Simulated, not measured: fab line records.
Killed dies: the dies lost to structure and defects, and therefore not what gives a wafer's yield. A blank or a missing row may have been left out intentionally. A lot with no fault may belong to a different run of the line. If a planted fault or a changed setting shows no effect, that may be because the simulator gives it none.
Comparing a struck lot with a sound one -- flow sfq-line -- 15 steps out of a route of 325
Sound: these wafers, L634.2, L634.3, L634.6. Struck: wafer L647.4 (left out: L647.5, L647.6 of the same lot, which were not struck); the cause appears at the end.
For every step that has rows: the tool of each side, followed by ch and its chambers, followed by its first start. Under that, the readings that differ: sound wafers -- struck wafers -- difference of the means -- sigmas: that difference in standard deviations of wafers without a fault.
alike: readings whose means differ by less than 2 such deviations, and words and numbers that are the same on both sides. not compared: withheld readings, readings that some wafer has no value for, bounds like >300 that may hide the same value, and numbers for which the record gives no deviation and whose values overlap.
Wherever a step has rows on one side only, a row that says differs or no value, or a row with sigmas, the two part there. Numbers that don't overlap but have no deviation are shown without sigmas and don't part them. A reading missing from all wafers of one side parts the sides only when that side holds two or more wafers.

SFQ_TRILAYER_JJ_CE_BARC_OPEN_RIE_150: chemistry O2, target BARC, target depth 240 nm, time 80 s.
  sound on rie-metal-02 ch 1, day 59 21:08; struck on rie-metal-03 ch 0, day 69 19:29
reading,sound,struck,difference,sigmas
drypump-motor-current-A (A),6.5 6.4 6.5,5.5,-1.0,-3
  alike: he-backside-leak-sccm, oes-product-au
  not compared: rf-hours-counter-h
SFQ_TRILAYER_JJ_CE_ETCH_RIE_118: chemistry SF6, target Nb, stops on Al2O3, time 97.7 s, target depth 170 nm.
  sound on rie-metal-02 ch 1, day 59 21:13; struck on rie-metal-03 ch 0, day 69 19:35
reading,sound,struck,difference,sigmas
drypump-motor-current-A (A),6.4 6.4 6.4,5.5,-0.9,-3
  alike: he-backside-leak-sccm, oes-product-au
  not compared: rf-hours-counter-h
after that, 1 step had no rows for these wafers: SFQ_TRILAYER_JJ_ANODIZE_ANODIZE_119.
SFQ_TRILAYER_JJ_CE_STRIP_STRIP_120: strips in O2.
  sound on rie-metal-01 ch 0,1, day 59 21:49; struck on rie-metal-01 ch 1, day 69 20:45
  alike: drypump-motor-current-A, he-backside-leak-sccm, oes-product-au, platen-temp-c
  not compared: rf-hours-counter-h
then, 7 steps without rows for these wafers: SFQ_TRILAYER_JJ_CE_STRIP_SOLV_CLEAN_121 (cleans in NMP, time 600 s); SFQ_TRILAYER_M5_LITHO_COAT_128 (resist thk 62 nm); SFQ_TRILAYER_M5_LITHO_COAT_123 (resist thk 600 nm); SFQ_TRILAYER_M5_LITHO_SOFTBAKE_127; SFQ_TRILAYER_M5_LITHO_EXPOSE_124 (exposes mask M5, target cd 700 nm); SFQ_TRILAYER_M5_LITHO_PEB_126 (peb time 60 s); SFQ_TRILAYER_M5_LITHO_DEVELOP_125 (time 60 s).
-- the record jumps here: 4 days lie between the struck wafers' starts before and after --
SFQ_M5_OVL_MEAS_932:
  sound: overlay-01 at day 60 01:02; struck: overlay-01 at day 74 03:48
reading,sound,struck,difference,sigmas
M5_OVL (nm),5 6 4,-10,-15,-3
SFQ_TRILAYER_M5_BARC_OPEN_METAL_ETCH_161: etches BARC in O2, target depth 125 nm, time 41.7 s.
  sound on rie-metal-01 ch 0,1, day 60 01:04; struck on rie-metal-01 ch 0, day 74 03:50
reading,sound,struck,difference,sigmas
oes-product-au (a.u.),0.685 0.685 0.691,0.678,-0.009,-2
model.KrF_of_TRILAYER_M5_LITHO_COAT_123.thk-nm (nm),522.9 521.6 523.7,532.3,+9.6,
  alike: drypump-motor-current-A, he-backside-leak-sccm
  not compared: rf-hours-counter-h
SFQ_TRILAYER_M5_ETCH_METAL_ETCH_126: etches Nb in Cl2/BCl3, stops on SiO2, time 203.2 s, target depth 265 nm.
  sound on rie-metal-01 ch 0,1, day 60 01:07; struck on rie-metal-01 ch 0, day 74 03:56
reading,sound,struck,difference,sigmas
oes-product-au (a.u.),0.732 0.740 0.740,0.718,-0.019,-3
model.KrF_of_TRILAYER_M5_LITHO_COAT_123.thk-nm (nm),369.6 365.2 369.3,382.8,+14.8,
  alike: drypump-motor-current-A, he-backside-leak-sccm
  not compared: rf-hours-counter-h
SFQ_TRILAYER_M5_STRIP_STRIP_127: strips in O2.
  sound on rie-metal-01 ch 0,1, day 60 01:19; struck on rie-metal-01 ch 0, day 74 04:16
  alike: drypump-motor-current-A, he-backside-leak-sccm, oes-product-au, platen-temp-c
  not compared: rf-hours-counter-h

== WHERE THEY PART ==
At SFQ_TRILAYER_JJ_CE_BARC_OPEN_RIE_150 first; at SFQ_TRILAYER_M5_ETCH_METAL_ETCH_126 last (within this record only). Later steps at which nothing parts them and some readings are alike: SFQ_TRILAYER_M5_STRIP_STRIP_127.

WHY: what the simulator had put in
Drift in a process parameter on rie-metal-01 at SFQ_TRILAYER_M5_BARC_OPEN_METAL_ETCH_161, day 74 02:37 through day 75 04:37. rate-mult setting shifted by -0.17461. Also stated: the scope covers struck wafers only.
